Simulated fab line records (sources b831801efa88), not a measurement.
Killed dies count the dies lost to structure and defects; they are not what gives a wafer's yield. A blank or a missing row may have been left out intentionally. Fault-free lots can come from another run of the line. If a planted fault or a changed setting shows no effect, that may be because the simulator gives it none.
The tool behind it: which one? :: flow sky130 :: 12 lots with 36 wafers sampled at 5 steps, on a route of 708 steps

WHAT THE GAUGES READ, wafer by wafer
SKY_VT_ADJUST_PCH_OVL_MEAS_07. Usual: VT_ADJUST_PCH_OVL 0.9 nm, standard deviation 1.4.
lot: L204
measured: day 10 04:47
on: overlay-02
VT_ADJUST_PCH_OVL (nm): -0.5 0.0 -0.1
flag: 

lot: L205
measured: day 10 18:22
on: overlay-02
VT_ADJUST_PCH_OVL (nm): 0.1 3.9 1.6
flag: 

lot: L206
measured: day 10 21:50
on: overlay-02
VT_ADJUST_PCH_OVL (nm): 2.3 1.7 0.3
flag: 

lot: L208
measured: day 11 18:53
on: overlay-02
VT_ADJUST_PCH_OVL (nm): -1.3 -1.1 -0.1
flag: 

lot: L209
measured: day 12 07:02
on: overlay-01
VT_ADJUST_PCH_OVL (nm): -0.6 2.0 3.0
flag: 

lot: L211
measured: day 12 21:07
on: overlay-01
VT_ADJUST_PCH_OVL (nm): 2.0 3.0 3.6
flag: 

lot: L214
measured: day 13 16:50
on: overlay-01
VT_ADJUST_PCH_OVL (nm): 1.0 4.5 1.6
flag: 

lot: L215
measured: day 13 18:59
on: overlay-01
VT_ADJUST_PCH_OVL (nm): 2.4 1.5 2.1
flag: 

lot: L216
measured: day 14 07:26
on: overlay-01
VT_ADJUST_PCH_OVL (nm): 1.4 1.7 0.9
flag: 

lot: L217
measured: day 14 21:58
on: overlay-02
VT_ADJUST_PCH_OVL (nm): -0.7 0.2 2.4
flag: 

lot: L223
measured: day 18 04:10
on: overlay-01
VT_ADJUST_PCH_OVL (nm): 1.6 1.4 2.3
flag: 

lot: L224
measured: day 18 09:38
on: overlay-02
VT_ADJUST_PCH_OVL (nm): 0.3 1.4 1.2
flag: 

SKY_SONOS_ONO_THK_MEAS_01. Usual: SONOS_ONO_OXIDATION_THK 2.61 nm, standard deviation 0.047.
lot: L204
measured: day 11 07:32
on: filmMetro-04
SONOS_ONO_OXIDATION_THK (nm): 2.59 2.60 2.59
flag: 

lot: L205
measured: day 11 19:24
on: filmMetro-04
SONOS_ONO_OXIDATION_THK (nm): 2.63 2.63 2.61
flag: 

lot: L206
measured: day 11 22:59
on: filmMetro-02
SONOS_ONO_OXIDATION_THK (nm): 2.73 2.64 2.66
flag: 

lot: L208
measured: day 12 21:08
on: filmMetro-02
SONOS_ONO_OXIDATION_THK (nm): 2.65 2.60 2.56
flag: 

lot: L209
measured: day 13 09:29
on: filmMetro-04
SONOS_ONO_OXIDATION_THK (nm): 2.51 2.59 2.62
flag: 

lot: L211
measured: day 14 00:37
on: filmMetro-04
SONOS_ONO_OXIDATION_THK (nm): 2.62 2.58 2.60
flag: 

lot: L214
measured: day 14 23:07
on: filmMetro-02
SONOS_ONO_OXIDATION_THK (nm): 2.57 2.58 2.53
flag: 

lot: L215
measured: day 14 23:08
on: filmMetro-04
SONOS_ONO_OXIDATION_THK (nm): 2.54 2.63 2.59
flag: 

lot: L216
measured: day 15 13:16
on: filmMetro-03
SONOS_ONO_OXIDATION_THK (nm): 2.58 2.60 2.60
flag: 

lot: L217
measured: day 16 04:39
on: filmMetro-02
SONOS_ONO_OXIDATION_THK (nm): 2.54 2.55 2.55
flag: 

lot: L223
measured: day 19 13:31
on: filmMetro-03
SONOS_ONO_OXIDATION_THK (nm): 2.72 2.60 2.72
flag: 

lot: L224
measured: day 19 20:17
on: filmMetro-04
SONOS_ONO_OXIDATION_THK (nm): 2.62 2.64 2.60
flag: 

SKY_GATE_OXIDE_THK_MEAS_02. Usual: GATE_OXIDE_OXIDATION_00_THK 10.21 nm, standard deviation 0.17.
lot: L204
measured: day 12 13:04
on: filmMetro-01
GATE_OXIDE_OXIDATION_00_THK (nm): 10.40 10.36 10.40
flag: 

lot: L205
measured: day 13 01:19
on: filmMetro-01
GATE_OXIDE_OXIDATION_00_THK (nm): 10.31 10.25 10.30
flag: 

lot: L206
measured: day 13 05:46
on: filmMetro-01
GATE_OXIDE_OXIDATION_00_THK (nm): 10.08 10.06 10.16
flag: 

lot: L208
measured: day 14 04:07
on: filmMetro-03
GATE_OXIDE_OXIDATION_00_THK (nm): 9.87 9.94 10.05
flag: 

lot: L209
measured: day 14 19:12
on: filmMetro-04
GATE_OXIDE_OXIDATION_00_THK (nm): 10.27 10.31 10.27
flag: 

lot: L211
measured: day 15 09:19
on: filmMetro-04
GATE_OXIDE_OXIDATION_00_THK (nm): 10.12 10.23 10.14
flag: 

lot: L214
measured: day 16 09:46
on: filmMetro-01
GATE_OXIDE_OXIDATION_00_THK (nm): 10.40 10.56 10.31
flag: 

lot: L215
measured: day 16 09:47
on: filmMetro-03
GATE_OXIDE_OXIDATION_00_THK (nm): 10.11 10.13 10.29
flag: 

lot: L216
measured: day 17 00:44
on: filmMetro-03
GATE_OXIDE_OXIDATION_00_THK (nm): 16.77 16.84 16.99
flag: OFF

lot: L217
measured: day 17 14:34
on: filmMetro-04
GATE_OXIDE_OXIDATION_00_THK (nm): 9.92 9.82 9.92
flag: 

lot: L223
measured: day 21 03:26
on: filmMetro-01
GATE_OXIDE_OXIDATION_00_THK (nm): 16.47 16.80 17.04
flag: OFF

lot: L224
measured: day 21 09:36
on: filmMetro-01
GATE_OXIDE_OXIDATION_00_THK (nm): 17.23 17.06 16.60
flag: OFF

WHICH TOOL RAN EACH LOT (tool, then ch and the chambers of the sampled wafers, then the start)
lot: L204
SKY_VT_ADJUST_HVTR_STRIP_10: plasmaAsher-03 ch 0,1, day 9 07:28
SKY_GATE_OXIDE_OXIDATION_01: furnace-01 ch 0, day 12 11:37

lot: L205
SKY_VT_ADJUST_HVTR_STRIP_10: plasmaAsher-03 ch 0,1, day 9 19:36
SKY_GATE_OXIDE_OXIDATION_01: furnace-01 ch 0, day 12 23:54

lot: L206
SKY_VT_ADJUST_HVTR_STRIP_10: plasmaAsher-02 ch 0,1, day 9 23:02
SKY_GATE_OXIDE_OXIDATION_01: furnace-01 ch 0, day 13 04:21

lot: L208
SKY_VT_ADJUST_HVTR_STRIP_10: plasmaAsher-02 ch 0,1, day 10 20:34
SKY_GATE_OXIDE_OXIDATION_01: furnace-01 ch 0, day 14 02:43

lot: L209
SKY_VT_ADJUST_HVTR_STRIP_10: plasmaAsher-02 ch 0,1, day 11 07:15
SKY_GATE_OXIDE_OXIDATION_01: furnace-01 ch 0, day 14 17:47

lot: L211
SKY_VT_ADJUST_HVTR_STRIP_10: plasmaAsher-01 ch 0,1, day 11 20:55
SKY_GATE_OXIDE_OXIDATION_01: furnace-01 ch 0, day 15 07:55

lot: L214
SKY_VT_ADJUST_HVTR_STRIP_10: plasmaAsher-02 ch 0,1, day 12 14:59
SKY_GATE_OXIDE_OXIDATION_01: furnace-02 ch 0, day 16 08:22

lot: L215
SKY_VT_ADJUST_HVTR_STRIP_10: plasmaAsher-01 ch 0,1, day 12 17:41
SKY_GATE_OXIDE_OXIDATION_01: furnace-02 ch 0, day 16 08:22

lot: L216
SKY_VT_ADJUST_HVTR_STRIP_10: plasmaAsher-02 ch 0,1, day 13 06:07
SKY_GATE_OXIDE_OXIDATION_01: furnace-01 ch 0, day 16 21:45

lot: L217
SKY_VT_ADJUST_HVTR_STRIP_10: plasmaAsher-02 ch 0,1, day 13 19:38
SKY_GATE_OXIDE_OXIDATION_01: furnace-01 ch 0, day 17 13:08

lot: L223
SKY_VT_ADJUST_HVTR_STRIP_10: plasmaAsher-03 ch 0,1, day 16 23:08
SKY_GATE_OXIDE_OXIDATION_01: furnace-02 ch 0, day 20 23:42

lot: L224
SKY_VT_ADJUST_HVTR_STRIP_10: plasmaAsher-02 ch 0,1, day 17 04:22
SKY_GATE_OXIDE_OXIDATION_01: furnace-01 ch 0, day 21 06:37
- SKY_VT_ADJUST_HVTR_STRIP_10: strips in O2/N2.
- SKY_GATE_OXIDE_OXIDATION_01: stabilise 600 s, purge 300 s, target thk 10.268 nm.

AS READ BY THE TOOLS THEMSELVES (means over the sampled wafers that have a number; for cases with no such wafer, the mark the record gives instead)
SKY_VT_ADJUST_HVTR_STRIP_10. Usual: drypumpMotorCurrentA 5.6 A, standard deviation 0.47; o2FlowSccm 2999 sccm, standard deviation 8.4; oesProductAu 0.715 a.u., standard deviation 0.0048; stripTimeToEndpointS 14.18 s, standard deviation 0.039.
lot: L204
tool: plasmaAsher-03
drypumpMotorCurrentA (A): 5.2
o2FlowSccm (sccm): 3003
oesProductAu (a.u.): 0.719
stripTimeToEndpointS (s): 14.17
flag: 

lot: L205
tool: plasmaAsher-03
drypumpMotorCurrentA (A): 5.5
o2FlowSccm (sccm): 3002
oesProductAu (a.u.): 0.716
stripTimeToEndpointS (s): 14.15
flag: 

lot: L206
tool: plasmaAsher-02
drypumpMotorCurrentA (A): 5.9
o2FlowSccm (sccm): 2998
oesProductAu (a.u.): 0.717
stripTimeToEndpointS (s): 14.23
flag: 

lot: L208
tool: plasmaAsher-02
drypumpMotorCurrentA (A): 5.9
o2FlowSccm (sccm): 3002
oesProductAu (a.u.): 0.714
stripTimeToEndpointS (s): 14.25
flag: 

lot: L209
tool: plasmaAsher-02
drypumpMotorCurrentA (A): 6.1
o2FlowSccm (sccm): 3001
oesProductAu (a.u.): 0.721
stripTimeToEndpointS (s): 14.17
flag: 

lot: L211
tool: plasmaAsher-01
drypumpMotorCurrentA (A): 5.3
o2FlowSccm (sccm): 3010
oesProductAu (a.u.): 0.714
stripTimeToEndpointS (s): 14.19
flag: 

lot: L214
tool: plasmaAsher-02
drypumpMotorCurrentA (A): 5.9
o2FlowSccm (sccm): 2996
oesProductAu (a.u.): 0.715
stripTimeToEndpointS (s): 14.12
flag: 

lot: L215
tool: plasmaAsher-01
drypumpMotorCurrentA (A): 5.3
o2FlowSccm (sccm): 3000
oesProductAu (a.u.): 0.718
stripTimeToEndpointS (s): 14.22
flag: 

lot: L216
tool: plasmaAsher-02
drypumpMotorCurrentA (A): 6.1
o2FlowSccm (sccm): 3004
oesProductAu (a.u.): 0.714
stripTimeToEndpointS (s): 14.18
flag: 

lot: L217
tool: plasmaAsher-02
drypumpMotorCurrentA (A): 5.9
o2FlowSccm (sccm): 3008
oesProductAu (a.u.): 0.716
stripTimeToEndpointS (s): 14.19
flag: 

lot: L223
tool: plasmaAsher-03
drypumpMotorCurrentA (A): 5.5
o2FlowSccm (sccm): 2999
oesProductAu (a.u.): 0.718
stripTimeToEndpointS (s): 14.20
flag: 

lot: L224
tool: plasmaAsher-02
drypumpMotorCurrentA (A): 5.9
o2FlowSccm (sccm): 3001
oesProductAu (a.u.): 0.716
stripTimeToEndpointS (s): 14.20
flag: 

SKY_GATE_OXIDE_OXIDATION_01. Usual: spikeTcUpperC 899.5 C, standard deviation 1.4.
lot: L204
tool: furnace-01
spikeTcUpperC (C): 898.6
flag: 

lot: L205
tool: furnace-01
spikeTcUpperC (C): 899.2
flag: 

lot: L206
tool: furnace-01
spikeTcUpperC (C): 898.6
flag: 

lot: L208
tool: furnace-01
spikeTcUpperC (C): 898.4
flag: 

lot: L209
tool: furnace-01
spikeTcUpperC (C): 898.5
flag: 

lot: L211
tool: furnace-01
spikeTcUpperC (C): 898.6
flag: 

lot: L214
tool: furnace-02
spikeTcUpperC (C): 900.4
flag: 

lot: L215
tool: furnace-02
spikeTcUpperC (C): 899.9
flag: 

lot: L216
tool: furnace-01
spikeTcUpperC (C): 898.3
flag: 

lot: L217
tool: furnace-01
spikeTcUpperC (C): 899.3
flag: 

lot: L223
tool: furnace-02
spikeTcUpperC (C): 899.4
flag: 

lot: L224
tool: furnace-01
spikeTcUpperC (C): 898.8
flag: 

THE ANSWER, worked out from the rows above alone
Rule: a lot is off if the mean of its wafers that have a number lies more than 3 standard deviations from the usual mean. A lot without any number at a reading at which 4 lots or more have one is off too. Where the step has rows for the other lots, those lots are counted as sound. The gauges are gone through in route order, then the tools' own readings, and for those a lot's mean is taken as printed above. At the first step where some lot is off, the reading lying furthest off is the one used; lots without a number count as furthest.
Off: L216, L223, L224, at SKY_GATE_OXIDE_THK_MEAS_02 (GATE_OXIDE_OXIDATION_00_THK).
If a tool, at a process step before that reading, ran all the lots that are off and no sound lot after the first of them, it fits. The gauges at SKY_GATE_OXIDE_THK_MEAS_02 are tried like those tools. Not one of the candidates tried fits.

WHAT HAD BEEN PUT IN BY THE SIMULATOR
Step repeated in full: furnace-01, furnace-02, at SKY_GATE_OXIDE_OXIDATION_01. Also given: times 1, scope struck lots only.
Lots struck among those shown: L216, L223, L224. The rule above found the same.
